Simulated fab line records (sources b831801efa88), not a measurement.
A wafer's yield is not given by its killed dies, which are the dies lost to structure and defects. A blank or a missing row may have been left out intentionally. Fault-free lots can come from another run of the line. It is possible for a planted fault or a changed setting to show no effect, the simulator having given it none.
The tool behind it: which one? :: flow gf180mcu :: 32 wafers from 11 lots sampled at 5 of the route's 602 steps

== WHAT EACH GAUGE READ, for each wafer ==
GF_M3_CD_MEAS_14: the cd target is 280 nm.
lot: L355
measured: day 21 17:24
on: cdSem-01
cdNm (nm): 280.8 281.4 280.4

lot: L356
measured: day 22 18:00
on: cdSem-02
cdNm (nm): 281.1 279.9 280.9

lot: L357
measured: day 23 10:14
on: cdSem-02
cdNm (nm): 279.3 280.7 280.0

lot: L359
measured: day 23 12:53
on: cdSem-02
cdNm (nm): 279.7 281.1 280.2

lot: L360
measured: day 23 14:11
on: cdSem-02
cdNm (nm): 279.4 280.1 280.1

lot: L362
measured: day 24 14:38
on: cdSem-02
cdNm (nm): 280.7 283.0 280.8

lot: L366
measured: day 25 12:40
on: cdSem-02
cdNm (nm): 280.6 281.2 280.0

lot: L374
measured: day 28 05:40
on: cdSem-01
cdNm (nm): 280.8 280.7

lot: L375
measured: day 28 08:55
on: cdSem-02
cdNm (nm): 280.5 281.1 281.9

lot: L376
measured: day 28 09:16
on: cdSem-01
cdNm (nm): 281.4 280.9 279.7

lot: L377
measured: day 29 03:32
on: cdSem-02
cdNm (nm): 278.7 279.2 279.3

GF_V3_THK_MEAS_03.
lot: L355
measured: day 21 18:26
on: filmMetro-04
V3_CVD_02_THK (nm): 844 860 858

lot: L356
measured: day 22 19:02
on: filmMetro-04
V3_CVD_02_THK (nm): 839 840 857

lot: L357
measured: day 23 11:15
on: filmMetro-02
V3_CVD_02_THK (nm): 837 852 847

lot: L359
measured: day 23 13:55
on: filmMetro-02
V3_CVD_02_THK (nm): 823 840 851

lot: L360
measured: day 23 15:16
on: filmMetro-01
V3_CVD_02_THK (nm): 833 839 841

lot: L362
measured: day 24 15:58
on: filmMetro-04
V3_CVD_02_THK (nm): 852 841 839

lot: L366
measured: day 25 13:41
on: filmMetro-01
V3_CVD_02_THK (nm): 839 845 860

lot: L374
measured: day 28 06:41
on: filmMetro-02
V3_CVD_02_THK (nm): 848 768

lot: L375
measured: day 28 09:58
on: filmMetro-02
V3_CVD_02_THK (nm): 824 851 844

lot: L376
measured: day 28 10:19
on: filmMetro-01
V3_CVD_02_THK (nm): 834 757 832

lot: L377
measured: day 29 04:36
on: filmMetro-04
V3_CVD_02_THK (nm): 845 839 853

== EACH LOT AND THE TOOL THAT RAN IT (in order: tool; ch and the chambers of the sampled wafers; start) ==
lot: L355
GF_V2_ETCH_16: rieDiel-04 ch 0,1,2, day 20 15:55
GF_M3_METAL_ETCH_16: rieMetal-04 ch 0,1, day 21 17:34
GF_V3_CVD_02: pecvd-03 ch 1,2, day 21 18:21

lot: L356
GF_V2_ETCH_16: rieDiel-04 ch 1,3, day 21 17:52
GF_M3_METAL_ETCH_16: rieMetal-04 ch 0,1, day 22 18:09
GF_V3_CVD_02: pecvd-03 ch 0,2, day 22 18:58

lot: L357
GF_V2_ETCH_16: rieDiel-04 ch 0,1,3, day 21 22:01
GF_M3_METAL_ETCH_16: rieMetal-02 ch 0,1, day 23 10:23
GF_V3_CVD_02: pecvd-01 ch 0,1,2, day 23 11:11

lot: L359
GF_V2_ETCH_16: rieDiel-01 ch 1,2,3, day 22 05:58
GF_M3_METAL_ETCH_16: rieMetal-02 ch 0,1, day 23 13:01
GF_V3_CVD_02: pecvd-03 ch 0,1, day 23 13:50

lot: L360
GF_V2_ETCH_16: rieDiel-01 ch 0,1,2, day 22 10:28
GF_M3_METAL_ETCH_16: rieMetal-02 ch 0,1, day 23 14:20
GF_V3_CVD_02: pecvd-03 ch 0,1,2, day 23 15:11

lot: L362
GF_V2_ETCH_16: rieDiel-01 ch 0,3, day 23 15:04
GF_M3_METAL_ETCH_16: rieMetal-04 ch 0,1, day 24 14:46
GF_V3_CVD_02: pecvd-03 ch 0,1,2, day 24 15:54

lot: L366
GF_V2_ETCH_16: rieDiel-04 ch 0,2,3, day 24 12:49
GF_M3_METAL_ETCH_16: rieMetal-04 ch 0,1, day 25 12:49
GF_V3_CVD_02: pecvd-03 ch 0,1, day 25 13:37

lot: L374
GF_V2_ETCH_16: rieDiel-02 ch 2,3, day 27 08:09
GF_M3_METAL_ETCH_16: rieMetal-03 ch 0, day 28 05:48
GF_V3_CVD_02: pecvd-03 ch 1,2, day 28 06:37

lot: L375
GF_V2_ETCH_16: rieDiel-01 ch 2,3, day 27 11:19
GF_M3_METAL_ETCH_16: rieMetal-02 ch 0,1, day 28 09:03
GF_V3_CVD_02: pecvd-01 ch 0,1,2, day 28 09:53

lot: L376
GF_V2_ETCH_16: rieDiel-01 ch 1,2,3, day 27 12:15
GF_M3_METAL_ETCH_16: rieMetal-04 ch 0,1, day 28 09:25
GF_V3_CVD_02: pecvd-03 ch 0,1,2, day 28 10:15

lot: L377
GF_V2_ETCH_16: rieDiel-01 ch 0,1,3, day 28 05:52
GF_M3_METAL_ETCH_16: rieMetal-04 ch 0,1, day 29 03:41
GF_V3_CVD_02: pecvd-01 ch 0,1,2, day 29 04:32
- GF_V2_ETCH_16: etches BARC in N2/H2.
- GF_M3_METAL_ETCH_16: etches the open film in Cl2/BCl3, stops on SiO2, target depth 750.8 nm, time 125.1 s.
- GF_V3_CVD_02: deposits SiO2 from TEOS, target thk 850 nm, time 94.851 s.

== AS READ BY THE TOOLS THEMSELVES (means over the sampled wafers that have a number; for cases with no such wafer, the mark the record gives instead) ==
GF_V2_ETCH_16.
lot: L355
tool: rieDiel-04
drypumpMotorCurrentA (A): 5.9
oesProductAu (a.u.): 0.856
throttleValvePct (%): 13.218

lot: L356
tool: rieDiel-04
drypumpMotorCurrentA (A): 5.6
oesProductAu (a.u.): 0.850
throttleValvePct (%): 13.228

lot: L357
tool: rieDiel-04
drypumpMotorCurrentA (A): 5.7
oesProductAu (a.u.): 0.856
throttleValvePct (%): 13.244

lot: L359
tool: rieDiel-01
drypumpMotorCurrentA (A): 5.6
oesProductAu (a.u.): 0.857
throttleValvePct (%): 13.216

lot: L360
tool: rieDiel-01
drypumpMotorCurrentA (A): 5.6
oesProductAu (a.u.): 0.856
throttleValvePct (%): 13.233

lot: L362
tool: rieDiel-01
drypumpMotorCurrentA (A): 5.7
oesProductAu (a.u.): 0.860
throttleValvePct (%): 13.232

lot: L366
tool: rieDiel-04
drypumpMotorCurrentA (A): 6.2
oesProductAu (a.u.): 0.855
throttleValvePct (%): 13.228

lot: L374
tool: rieDiel-02
drypumpMotorCurrentA (A): 5.7
oesProductAu (a.u.): 0.855
throttleValvePct (%): 13.215

lot: L375
tool: rieDiel-01
drypumpMotorCurrentA (A): 5.5
oesProductAu (a.u.): 0.859
throttleValvePct (%): 13.229

lot: L376
tool: rieDiel-01
drypumpMotorCurrentA (A): 5.6
oesProductAu (a.u.): 0.854
throttleValvePct (%): 13.220

lot: L377
tool: rieDiel-01
drypumpMotorCurrentA (A): 5.8
oesProductAu (a.u.): 0.856
throttleValvePct (%): 13.226

GF_M3_METAL_ETCH_16.
lot: L355
tool: rieMetal-04
drypumpMotorCurrentA (A): 5.67
oesProductAu (a.u.): 0.995
throttleValvePct (%): 28.233

lot: L356
tool: rieMetal-04
drypumpMotorCurrentA (A): 5.70
oesProductAu (a.u.): 0.994
throttleValvePct (%): 28.226

lot: L357
tool: rieMetal-02
drypumpMotorCurrentA (A): 5.83
oesProductAu (a.u.): 0.986
throttleValvePct (%): 28.240

lot: L359
tool: rieMetal-02
drypumpMotorCurrentA (A): 5.88
oesProductAu (a.u.): 0.995
throttleValvePct (%): 28.234

lot: L360
tool: rieMetal-02
drypumpMotorCurrentA (A): 5.82
oesProductAu (a.u.): 0.988
throttleValvePct (%): 28.232

lot: L362
tool: rieMetal-04
drypumpMotorCurrentA (A): 5.72
oesProductAu (a.u.): 0.989
throttleValvePct (%): 28.229

lot: L366
tool: rieMetal-04
drypumpMotorCurrentA (A): 5.71
oesProductAu (a.u.): 0.991
throttleValvePct (%): 28.227

lot: L374
tool: rieMetal-03
drypumpMotorCurrentA (A): 5.82
oesProductAu (a.u.): 0.992
throttleValvePct (%): 28.221

lot: L375
tool: rieMetal-02
drypumpMotorCurrentA (A): 5.84
oesProductAu (a.u.): 0.992
throttleValvePct (%): 28.234

lot: L376
tool: rieMetal-04
drypumpMotorCurrentA (A): 5.72
oesProductAu (a.u.): 0.991
throttleValvePct (%): 28.228

lot: L377
tool: rieMetal-04
drypumpMotorCurrentA (A): 5.70
oesProductAu (a.u.): 0.984
throttleValvePct (%): 28.227

GF_V3_CVD_02.
lot: L355
tool: pecvd-03
heaterPowerW (W): 771
runLengthS (s): 123.1

lot: L356
tool: pecvd-03
heaterPowerW (W): 723
runLengthS (s): 122.4

lot: L357
tool: pecvd-01
heaterPowerW (W): 697
runLengthS (s): 122.6

lot: L359
tool: pecvd-03
heaterPowerW (W): 653
runLengthS (s): 122.7

lot: L360
tool: pecvd-03
heaterPowerW (W): 695
runLengthS (s): 122.8

lot: L362
tool: pecvd-03
heaterPowerW (W): 717
runLengthS (s): 122.6

lot: L366
tool: pecvd-03
heaterPowerW (W): 705
runLengthS (s): 122.5

lot: L374
tool: pecvd-03
heaterPowerW (W): 680
runLengthS (s): 118.1

lot: L375
tool: pecvd-01
heaterPowerW (W): 719
runLengthS (s): 122.3

lot: L376
tool: pecvd-03
heaterPowerW (W): 675
runLengthS (s): 119.6

lot: L377
tool: pecvd-01
heaterPowerW (W): 717
runLengthS (s): 122.5

== THE ANSWER, worked out from the rows above alone ==
Rule: the lots themselves supply what counts as usual. The widest of any qualifying gaps counts: lots, ordered by their means at a reading, are off when they make up no more than a third of the lots, leave a main group of 4 or more, and stand apart from it by 3 or more times the standard deviation of that group's means. The tables above print the reading to a certain number of digits; a main group whose means all agree to those digits is not used. A lot without any number at a reading at which 4 lots or more have one is off too. Where the step has rows for the other lots, those lots are counted as sound. Order of review: gauges by route order, followed by the tools' own readings, for which a lot's mean as printed above is used. At the first step where some lot is off, the reading lying furthest off is the one used; lots without a number count as furthest.
Off: L374, L376, seen at GF_V3_THK_MEAS_03 (V3_CVD_02_THK). The main group has a mean of 844 nm with a standard deviation of 4.9.
If a tool, at a process step before that reading, ran all the lots that are off and no sound lot after the first of them, it fits. Not tried: the gauges at GF_V3_THK_MEAS_03; whatever is off there is also off at GF_V3_CVD_02, on other tools, and gauge error can't account for it. One candidate fits, namely pecvd-03 at GF_V3_CVD_02. Its last sound lot is L366 (day 25 13:37), its first lot that is off L374 (day 28 06:37): a fault that began between those two fits.
On the lots that are off, the tool's own readings at GF_V3_CVD_02 differ by more than 5 times the standard deviation of the sound lots' means, which bears it out; runLengthS reads 118.8 s there versus 122.6 s on the sound lots.

== WHAT THE SIMULATOR HAD INSERTED ==
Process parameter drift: pecvd-03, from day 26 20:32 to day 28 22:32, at GF_V3_CVD_02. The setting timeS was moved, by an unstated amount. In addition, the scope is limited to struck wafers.
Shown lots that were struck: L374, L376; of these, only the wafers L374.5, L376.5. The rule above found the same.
